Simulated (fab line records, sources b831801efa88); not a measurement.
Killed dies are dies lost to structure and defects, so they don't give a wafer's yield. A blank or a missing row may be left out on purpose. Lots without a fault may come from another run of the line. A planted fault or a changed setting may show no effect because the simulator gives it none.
A struck lot beside a sound one | flow gf180mcu | 17 steps out of a route of 602
Sound: wafers L198.2, L198.4, L198.5. Struck: wafer L205.2. (L205.4, L205.6 of the same lot were not struck and are left out.) The cause comes at the end.
At each step with rows: each side's tool, then ch and its chambers, then its first start. Under that, the readings that differ: sound wafers | struck wafers | difference of the means | sigmas: that difference in standard deviations of wafers without a fault.
alike: readings whose means differ by less than 2 such deviations, and words and numbers that are the same on both sides. not compared: withheld readings, readings that some wafer has no value for, bounds like >300 that may hide the same value, and numbers for which the record gives no deviation and whose values overlap.
The two part at a step that has a row with sigmas, a row that says differs or no value, or rows on one side only. Numbers that don't overlap but have no deviation are shown without sigmas and don't part them. A reading that every wafer of one side lacks parts them only if that side has two wafers or more.

first, 3 steps without rows for these wafers: GF_V4_EXPOSE_11 (exposes mask Via4, target cd 260 nm); GF_V4_PEB_12 (peb time 90 s); GF_V4_DEVELOP_13 (develop time 60 s).
GF_V4_CD_MEAS_14: target cd 260 nm.
  sound on cd_sem-01, day 24 11:16; struck on cd_sem-02, day 26 20:10
  alike: cd_nm
GF_V4_OVL_MEAS_15:
  sound on overlay-02, day 24 11:22; struck on overlay-01, day 26 20:17
  alike: V4_OVL
GF_V4_ETCH_16: etches BARC in N2/H2.
  sound on rie_diel-02 ch 0,3, day 24 11:24; struck on rie_diel-01 ch 2, day 26 20:19
  reading                     | sound       | struck | difference | sigmas
  drypump_motor_current_A (A) | 5.5 5.4 5.4 | 6.5    | +1.1       | +2
  alike: oes_product_au, throttle_valve_pct
GF_V4_ETCH_17: etches SiO2 in C4F8/O2/Ar, stops on TiN, target depth 630 nm.
  sound on rie_diel-02 ch 0,3; struck on rie_diel-01 ch 2
  alike: oes_product_au
GF_V4_STRIP_18: strips in O2/N2.
  sound on plasma_asher-03 ch 0, day 24 11:32; struck on plasma_asher-01 ch 0, day 26 20:26
  alike: drypump_motor_current_A, heater_power_w, oes_product_au
  not compared: rf_hours_counter_h
then, 3 steps without rows for these wafers: GF_V4_STRIP_19 (strips in post etch residue remover, time 1200 s); GF_V4_CLEAN_20 (cleans in DIW); GF_V4_SPUTTER_21 (material Ti, target thk 15 nm, time 80.02 s).
GF_V4_SPUTTER_22: material TiN, target thk 10 nm, time 40 s.
  sound on pvd_sputter-04, day 24 12:08; struck on pvd_sputter-04, day 26 21:02
  alike: throttle_valve_pct
GF_V4_CVD_23: deposits W, target thk 350 nm, time 104.9 s.
  sound on cvd_w-01 ch 1, day 24 12:11; struck on cvd_w-01 ch 0, day 26 21:04
  reading                          | sound             | struck | difference | sigmas
  heater_power_w (W)               | 855 883 878       | 761    | -111       | -2
  model.W_of_V4_CVD_23.thk_nm (nm) | 356.9 356.9 354.2 | 552.3  | +196.3     |
  alike: chamber_pressure_Torr
GF_V4_RS_MEAS_24: measures by four-point-probe.
  sound on film_metro-01, day 24 12:19; struck on film_metro-01, day 26 21:29
  reading          | sound             | struck | difference | sigmas
  V4_W_RS (ohm/sq) | 0.321 0.321 0.324 | 0.207  | -0.115     | -29
  not compared: hold
GF_V4_THK_MEAS_25: measures by xrf.
  sound on film_metro-01, day 24 12:25; struck on film_metro-01, day 27 02:04
  reading       | sound       | struck | difference | sigmas
  V4_W_THK (nm) | 363 362 358 | 562    | +201       | +29
  not compared: hold
GF_V4_CMP_26: polishes, stops on SiO2, t overpolish 15 s, target thk 0 nm.
  sound on cmp-02 ch 0,1,3, day 24 12:31; struck on cmp-02 ch 0, day 27 05:41
  reading                | sound    | struck                   | difference                   | sigmas
  hold                   | - - -    | await_dispo/3.5h/release | no value on the sound wafers |
  time_to_endpoint_s (s) | 91 80 83 | 137                      | +52                          | +16
  alike: edge_zone_pressure_frac, motor_current_A
GF_MIM_SPUTTER_00: material Ti, target thk 37.5 nm, time 150 s.
  sound on pvd_sputter-03, day 24 12:46; struck on pvd_sputter-03, day 27 05:53
  alike: throttle_valve_pct

WHERE THEY PART
First at GF_V4_ETCH_16; last, within this record, at GF_V4_CMP_26. Later steps at which nothing parts them and some readings are alike: GF_MIM_SPUTTER_00.

WHY: what the simulator had put in
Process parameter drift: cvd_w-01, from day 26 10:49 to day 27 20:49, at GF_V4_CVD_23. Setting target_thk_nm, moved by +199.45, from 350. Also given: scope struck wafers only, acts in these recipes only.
